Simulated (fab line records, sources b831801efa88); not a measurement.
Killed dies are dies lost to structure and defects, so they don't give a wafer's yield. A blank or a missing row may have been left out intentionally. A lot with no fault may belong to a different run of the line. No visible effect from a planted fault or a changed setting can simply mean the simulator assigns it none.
A struck lot beside a sound one || flow sky130 || 25 out of 708 route steps
Sound: these wafers, L583.1, L583.2, L583.6. Struck: wafers L595.1, L595.4, L595.6. Last of all comes the cause.
At each step with rows: each side's tool, then ch and its chambers, then its first start. Under that, the readings that differ: sound wafers || struck wafers || difference of the means || sigmas: that difference in standard deviations of wafers without a fault.
alike: a reading whose means differ by less than 2 such deviations, as well as words and numbers matching on both sides. not compared: withheld readings; readings where some wafer has no value; bounds like >300 that might hide an equal value; numbers whose values overlap and for which the record gives no deviation.
The two part at a step that has a row with sigmas, a row that says differs or no value, or rows on one side only. Non-overlapping numbers with no deviation appear without sigmas and do not part them. Lack of a reading on every wafer of one side parts them only where that side has two or more wafers.

SKY_NWELL_RS_MEAS_31: measures by four-point-probe.
  sound: film_metro-03 at day 5 16:43; struck: film_metro-02 at day 8 13:19
  alike: PWDE_RS
then, 7 steps without rows for these wafers: SKY_VT_ADJUST_HVTP_DEHYDRATE_00 (time 60 s); SKY_VT_ADJUST_HVTP_HMDS_01 (prime time 60 s); SKY_VT_ADJUST_HVTP_COAT_02 (resist thk 1140 nm); SKY_VT_ADJUST_HVTP_SOFTBAKE_03 (time 60 s); SKY_VT_ADJUST_HVTP_EXPOSE_04 (exposes mask HVTPM, target cd 380 nm); SKY_VT_ADJUST_HVTP_PEB_05; SKY_VT_ADJUST_HVTP_DEVELOP_06 (develop time 60 s).
SKY_VT_ADJUST_HVTP_CD_MEAS_07: target cd 380 nm.
  sound: cd_sem-02 at day 6 11:26; struck: cd_sem-01 at day 9 10:40
  alike: cd_nm
SKY_VT_ADJUST_HVTP_OVL_MEAS_08:
  sound: overlay-02 at day 6 11:33; struck: overlay-02 at day 9 10:47
  alike: VT_ADJUST_HVTP_OVL
then, 1 step without rows for these wafers: SKY_VT_ADJUST_HVTP_IMPLANT_09.
SKY_VT_ADJUST_HVTP_STRIP_10: strips in O2/N2.
  sound on plasma_asher-04 ch 0,1, day 6 11:44; struck on plasma_asher-04 ch 0,1, day 9 10:58
  no value came back on the struck wafers for chamber_pressure_mTorr (mTorr), drypump_motor_current_A (A), oes_product_au (a.u.), strip_time_to_endpoint_s (s); on the sound wafers chamber_pressure_mTorr (mTorr) reads 1501.0 1500.3 1497.4
{"reading": "model.NOVOLAK_of_VT_ADJUST_HVTP_COAT_02.thk_nm (nm)", "sound": "0 0 0", "struck": "1138 1143 1139", "difference": "+1140", "sigmas": ""}
  not compared: rf_hours_counter_h
SKY_VT_ADJUST_HVTP_TW_MEAS_11:
  sound: film_metro-03 at day 6 11:50; struck: film_metro-02 at day 9 11:04
  alike: VT_ADJUST_HVTP_TW
then, 7 steps without rows for these wafers: SKY_VT_ADJUST_LVTN_DEHYDRATE_00 (time 60 s); SKY_VT_ADJUST_LVTN_HMDS_01 (prime time 60 s); SKY_VT_ADJUST_LVTN_COAT_02 (resist thk 3000 nm); SKY_VT_ADJUST_LVTN_SOFTBAKE_03; SKY_VT_ADJUST_LVTN_EXPOSE_04 (exposes mask NWM COMPLEMENT LESS NATIVE, target cd 840 nm); SKY_VT_ADJUST_LVTN_PEB_05; SKY_VT_ADJUST_LVTN_DEVELOP_06 (develop time 60 s).
SKY_VT_ADJUST_LVTN_OVL_MEAS_07:
  sound: overlay-01 at day 7 06:50; struck: overlay-02 at day 10 09:01
  alike: VT_ADJUST_LVTN_OVL
then, 1 step without rows for these wafers: SKY_VT_ADJUST_LVTN_IMPLANT_08.
SKY_VT_ADJUST_LVTN_STRIP_09: strips in O2/N2.
  sound on plasma_asher-03 ch 0,1, day 7 07:01; struck on plasma_asher-02 ch 0,1, day 10 09:12
{"reading": "strip_time_to_endpoint_s (s)", "sound": "36.83 36.75 36.86", "struck": "53.60 53.64 53.60", "difference": "+16.80", "sigmas": "+99 or more"}
  alike: chamber_pressure_mTorr, drypump_motor_current_A, oes_product_au
  not compared: rf_hours_counter_h
SKY_VT_ADJUST_LVTN_TW_MEAS_10:
  sound: film_metro-04 at day 7 07:07; struck: film_metro-03 at day 10 09:32
{"reading": "VT_ADJUST_LVTN_TW", "sound": "245.1 245.8 244.3", "struck": "29.9 29.7 30.0", "difference": -215.2, "sigmas": -98}
  not compared: hold
SKY_PAD_OPEN_PROBE_99:
  sound wafers here have rows in the record (prober-01, day 46 07:53); struck ones have none

## WHERE THEY PART
Last at SKY_PAD_OPEN_PROBE_99 as far as this record goes, first at SKY_VT_ADJUST_HVTP_STRIP_10.

WHY: the cause the simulator had injected
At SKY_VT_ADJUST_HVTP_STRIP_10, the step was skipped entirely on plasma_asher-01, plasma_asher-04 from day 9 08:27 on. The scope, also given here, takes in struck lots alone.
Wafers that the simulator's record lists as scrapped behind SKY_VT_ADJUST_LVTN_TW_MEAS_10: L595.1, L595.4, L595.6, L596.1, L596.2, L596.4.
